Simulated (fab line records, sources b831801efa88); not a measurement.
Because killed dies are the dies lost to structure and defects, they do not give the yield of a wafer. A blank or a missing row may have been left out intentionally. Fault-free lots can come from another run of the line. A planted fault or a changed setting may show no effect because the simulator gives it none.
Which tool was responsible? / flow gf180mcu / 36 wafers from 12 lots sampled at 6 of the route's 602 steps

## WHAT THE GAUGES SHOWED, per wafer
GF_PSD_TW_MEAS_11. Usual: for PSD_TW the level is 3195 and the standard deviation is 21.
lot=L608; measured=day 14 07:29; on=film_metro-01; PSD_TW=3167 3173 3165; flag=
lot=L613; measured=day 15 21:28; on=film_metro-04; PSD_TW=3201 3201 3208; flag=
lot=L615; measured=day 16 16:39; on=film_metro-04; PSD_TW=3193 3212 3213; flag=
lot=L617; measured=day 17 09:55; on=film_metro-04; PSD_TW=3196 3200 3216; flag=
lot=L618; measured=day 17 20:27; on=film_metro-03; PSD_TW=3207 3189 3197; flag=
lot=L619; measured=day 18 00:35; on=film_metro-03; PSD_TW=3617 3633 3600; flag=OFF
lot=L620; measured=day 18 14:30; on=film_metro-04; PSD_TW=3221 3242 3214; flag=
lot=L621; measured=day 18 14:53; on=film_metro-04; PSD_TW=3225 3204 3220; flag=
lot=L622; measured=day 19 20:28; on=film_metro-03; PSD_TW=3164 3164 3167; flag=
lot=L623; measured=day 20 09:30; on=film_metro-04; PSD_TW=3586 3607 3587; flag=OFF
lot=L627; measured=day 20 17:26; on=film_metro-04; PSD_TW=3610 3612 3621; flag=OFF
lot=L631; measured=day 22 18:43; on=film_metro-01; PSD_TW=3180 3180 3172; flag=

GF_PSD_RS_MEAS_15: measures by four-point-probe. Usual: for PSD_RS the level is 108.62 ohm/sq and the standard deviation is 0.27.
lot=L608; measured=day 14 07:49; on=film_metro-03; PSD_RS (ohm/sq)=108.20 108.42 108.23; flag=
lot=L613; measured=day 15 21:47; on=film_metro-03; PSD_RS (ohm/sq)=108.67 108.73 108.71; flag=
lot=L615; measured=day 16 17:03; on=film_metro-01; PSD_RS (ohm/sq)=107.85 108.22 108.42; flag=
lot=L617; measured=day 17 10:13; on=film_metro-03; PSD_RS (ohm/sq)=108.59 108.53 108.72; flag=
lot=L618; measured=day 17 20:46; on=film_metro-04; PSD_RS (ohm/sq)=108.93 109.13 108.70; flag=
lot=L619; measured=day 18 01:02; on=film_metro-01; PSD_RS (ohm/sq)=97.97 98.53 98.26; flag=OFF
lot=L620; measured=day 18 14:49; on=film_metro-03; PSD_RS (ohm/sq)=108.61 108.36 108.75; flag=
lot=L621; measured=day 18 15:13; on=film_metro-04; PSD_RS (ohm/sq)=108.81 109.21 108.86; flag=
lot=L622; measured=day 19 20:46; on=film_metro-04; PSD_RS (ohm/sq)=109.00 108.94 108.98; flag=
lot=L623; measured=day 20 09:56; on=film_metro-01; PSD_RS (ohm/sq)=97.59 97.98 97.65; flag=OFF
lot=L627; measured=day 20 17:46; on=film_metro-03; PSD_RS (ohm/sq)=97.97 97.93 98.32; flag=OFF
lot=L631; measured=day 22 19:02; on=film_metro-03; PSD_RS (ohm/sq)=108.81 108.58 108.47; flag=

GF_M1_THK_MEAS_06: measures by xrf. Usual: for M1_ALCU_THK the level is 444 nm and the standard deviation is 4.8.
lot=L608; measured=day 16 06:43; on=film_metro-04; M1_ALCU_THK (nm)=446 450 453; flag=
lot=L613; measured=day 17 21:48; on=film_metro-03; M1_ALCU_THK (nm)=445 454 446; flag=
lot=L615; measured=day 18 19:51; on=film_metro-03; M1_ALCU_THK (nm)=440 436 444; flag=
lot=L617; measured=day 19 13:45; on=film_metro-03; M1_ALCU_THK (nm)=442 438 443; flag=
lot=L618; measured=day 20 00:36; on=film_metro-03; M1_ALCU_THK (nm)=449 443 446; flag=
lot=L619; measured=day 20 04:07; on=film_metro-04; M1_ALCU_THK (nm)=447 443 447; flag=
lot=L620; measured=day 20 18:29; on=film_metro-04; M1_ALCU_THK (nm)=451 451 454; flag=
lot=L621; measured=day 20 19:31; on=film_metro-01; M1_ALCU_THK (nm)=447 444 443; flag=
lot=L622; measured=day 22 01:11; on=film_metro-03; M1_ALCU_THK (nm)=436 440 439; flag=
lot=L623; measured=day 22 12:47; on=film_metro-03; M1_ALCU_THK (nm)=438 436 431; flag=
lot=L627; measured=day 22 20:29; on=film_metro-01; M1_ALCU_THK (nm)=445 452 453; flag=
lot=L631; measured=day 24 20:00; on=film_metro-03; M1_ALCU_THK (nm)=446 444 444; flag=

GF_V1_THK_MEAS_01. Usual: for V1_CVD_00_THK the level is 600 nm and the standard deviation is 5.4.
lot=L608; measured=day 17 06:46; on=film_metro-01; V1_CVD_00_THK (nm)=599 599 606; flag=
lot=L613; measured=day 18 22:24; on=film_metro-03; V1_CVD_00_THK (nm)=602 594 594; flag=
lot=L615; measured=day 19 21:15; on=film_metro-01; V1_CVD_00_THK (nm)=591 590 593; flag=
lot=L617; measured=day 20 14:42; on=film_metro-03; V1_CVD_00_THK (nm)=603 613 614; flag=
lot=L618; measured=day 21 01:30; on=film_metro-03; V1_CVD_00_THK (nm)=603 599 598; flag=
lot=L619; measured=day 21 05:37; on=film_metro-03; V1_CVD_00_THK (nm)=603 606 604; flag=
lot=L620; measured=day 21 18:59; on=film_metro-03; V1_CVD_00_THK (nm)=607 601 601; flag=
lot=L621; measured=day 21 20:37; on=film_metro-02; V1_CVD_00_THK (nm)=603 591 601; flag=
lot=L622; measured=day 23 00:44; on=film_metro-01; V1_CVD_00_THK (nm)=598 598 602; flag=
lot=L623; measured=day 23 12:24; on=film_metro-03; V1_CVD_00_THK (nm)=601 601 599; flag=
lot=L627; measured=day 23 20:37; on=film_metro-02; V1_CVD_00_THK (nm)=605 604 607; flag=
lot=L631; measured=day 25 17:56; on=film_metro-01; V1_CVD_00_THK (nm)=599 597 590; flag=

## TOOL THAT RAN EACH LOT (tool first, then ch and the chambers of the sampled wafers, then the start)
lot=L608; GF_PSD_IMPLANT_09=implanter-03 ch 0, day 14 07:16; GF_PSD_STRIP_10=plasma_asher-01 ch 0,1, day 14 07:24
lot=L613; GF_PSD_IMPLANT_09=implanter-04 ch 0, day 15 21:07; GF_PSD_STRIP_10=plasma_asher-04 ch 1, day 15 21:22
lot=L615; GF_PSD_IMPLANT_09=implanter-03 ch 0, day 16 16:24; GF_PSD_STRIP_10=plasma_asher-04 ch 0,1, day 16 16:33
lot=L617; GF_PSD_IMPLANT_09=implanter-04 ch 0, day 17 09:40; GF_PSD_STRIP_10=plasma_asher-01 ch 0,1, day 17 09:49
lot=L618; GF_PSD_IMPLANT_09=implanter-03 ch 0, day 17 20:12; GF_PSD_STRIP_10=plasma_asher-01 ch 0,1, day 17 20:21
lot=L619; GF_PSD_IMPLANT_09=implanter-03 ch 0, day 18 00:03; GF_PSD_STRIP_10=plasma_asher-01 ch 0,1, day 18 00:30
lot=L620; GF_PSD_IMPLANT_09=implanter-04 ch 0, day 18 14:15; GF_PSD_STRIP_10=plasma_asher-02 ch 0, day 18 14:24
lot=L621; GF_PSD_IMPLANT_09=implanter-02 ch 0, day 18 14:40; GF_PSD_STRIP_10=plasma_asher-01 ch 0,1, day 18 14:48
lot=L622; GF_PSD_IMPLANT_09=implanter-02 ch 0, day 19 20:13; GF_PSD_STRIP_10=plasma_asher-02 ch 0,1, day 19 20:22
lot=L623; GF_PSD_IMPLANT_09=implanter-03 ch 0, day 20 08:58; GF_PSD_STRIP_10=plasma_asher-04 ch 0,1, day 20 09:25
lot=L627; GF_PSD_IMPLANT_09=implanter-03 ch 0, day 20 16:53; GF_PSD_STRIP_10=plasma_asher-02 ch 0,1, day 20 17:19
lot=L631; GF_PSD_IMPLANT_09=implanter-02 ch 0, day 22 18:28; GF_PSD_STRIP_10=plasma_asher-04 ch 0,1, day 22 18:37
- GF_PSD_IMPLANT_09
- GF_PSD_STRIP_10: strips in O2/N2.

## AS READ BY THE TOOLS THEMSELVES (means over the sampled wafers that have a number; for cases with no such wafer, the mark the record gives instead)
GF_PSD_IMPLANT_09. Usual: 8224 for faraday_current_uA, sd 160.
lot=L608 tool=implanter-03 faraday_current_uA=8272 flag=
lot=L613 tool=implanter-04 faraday_current_uA=8378 flag=
lot=L615 tool=implanter-03 faraday_current_uA=8210 flag=
lot=L617 tool=implanter-04 faraday_current_uA=8091 flag=
lot=L618 tool=implanter-03 faraday_current_uA=8391 flag=
lot=L619 tool=implanter-03 faraday_current_uA=8220 flag=
lot=L620 tool=implanter-04 faraday_current_uA=8369 flag=
lot=L621 tool=implanter-02 faraday_current_uA=8288 flag=
lot=L622 tool=implanter-02 faraday_current_uA=8276 flag=
lot=L623 tool=implanter-03 faraday_current_uA=8162 flag=
lot=L627 tool=implanter-03 faraday_current_uA=8329 flag=
lot=L631 tool=implanter-02 faraday_current_uA=8202 flag=

GF_PSD_STRIP_10. Usual: drypump_motor_current_A 5.6 A, standard deviation 0.48; heater_power_w 337 W, standard deviation 32; oes_product_au 0.592 a.u., standard deviation 0.0044; strip_time_to_endpoint_s 16.53 s, standard deviation 0.036.
lot=L608; tool=plasma_asher-01; drypump_motor_current_A (A)=5.0; heater_power_w (W)=371; oes_product_au (a.u.)=0.590; strip_time_to_endpoint_s (s)=16.54; flag=
lot=L613; tool=plasma_asher-04; drypump_motor_current_A (A)=6.4; heater_power_w (W)=342; oes_product_au (a.u.)=0.592; strip_time_to_endpoint_s (s)=16.50; flag=
lot=L615; tool=plasma_asher-04; drypump_motor_current_A (A)=5.9; heater_power_w (W)=331; oes_product_au (a.u.)=0.593; strip_time_to_endpoint_s (s)=16.54; flag=
lot=L617; tool=plasma_asher-01; drypump_motor_current_A (A)=5.0; heater_power_w (W)=370; oes_product_au (a.u.)=0.591; strip_time_to_endpoint_s (s)=16.50; flag=
lot=L618; tool=plasma_asher-01; drypump_motor_current_A (A)=5.0; heater_power_w (W)=368; oes_product_au (a.u.)=0.594; strip_time_to_endpoint_s (s)=16.50; flag=
lot=L619; tool=plasma_asher-01; drypump_motor_current_A (A)=5.0; heater_power_w (W)=369; oes_product_au (a.u.)=0.550; strip_time_to_endpoint_s (s)=18.86; flag=OFF
lot=L620; tool=plasma_asher-02; drypump_motor_current_A (A)=5.6; heater_power_w (W)=275; oes_product_au (a.u.)=0.594; strip_time_to_endpoint_s (s)=16.56; flag=
lot=L621; tool=plasma_asher-01; drypump_motor_current_A (A)=5.0; heater_power_w (W)=369; oes_product_au (a.u.)=0.599; strip_time_to_endpoint_s (s)=16.48; flag=
lot=L622; tool=plasma_asher-02; drypump_motor_current_A (A)=5.7; heater_power_w (W)=299; oes_product_au (a.u.)=0.590; strip_time_to_endpoint_s (s)=16.47; flag=
lot=L623; tool=plasma_asher-04; drypump_motor_current_A (A)=6.2; heater_power_w (W)=328; oes_product_au (a.u.)=0.544; strip_time_to_endpoint_s (s)=18.90; flag=OFF
lot=L627; tool=plasma_asher-02; drypump_motor_current_A (A)=5.7; heater_power_w (W)=315; oes_product_au (a.u.)=0.552; strip_time_to_endpoint_s (s)=18.92; flag=OFF
lot=L631; tool=plasma_asher-04; drypump_motor_current_A (A)=6.2; heater_power_w (W)=326; oes_product_au (a.u.)=0.590; strip_time_to_endpoint_s (s)=16.57; flag=

## THE ANSWER, worked out from the rows above alone
Rule: a lot is off if the mean of its wafers that have a number lies more than 3 standard deviations from the usual mean. A lot without any number at a reading at which 4 lots or more have one is off too. Any other lot the step has rows for is counted as sound. First the gauges in route order, then the tools' own readings, where a lot's mean is used as printed above. At the first step where some lot is off, the reading lying furthest off is the one used; lots without a number count as furthest.
Off: L619, L623, L627, seen at GF_PSD_TW_MEAS_11 (PSD_TW).
A tool fits if, at a process step before that reading, it ran every lot that is off, and no sound lot after the first of them. The gauges at GF_PSD_TW_MEAS_11 aren't tried: what is off there is off at GF_PSD_STRIP_10 too, on other tools, and a gauge's error can't cause that. One candidate fits, namely implanter-03 at GF_PSD_IMPLANT_09. Its last sound lot is L618 (day 17 20:12), its first lot that is off L619 (day 18 00:03): a fault that began between those two fits.

## WHAT THE SIMULATOR HAD PUT IN
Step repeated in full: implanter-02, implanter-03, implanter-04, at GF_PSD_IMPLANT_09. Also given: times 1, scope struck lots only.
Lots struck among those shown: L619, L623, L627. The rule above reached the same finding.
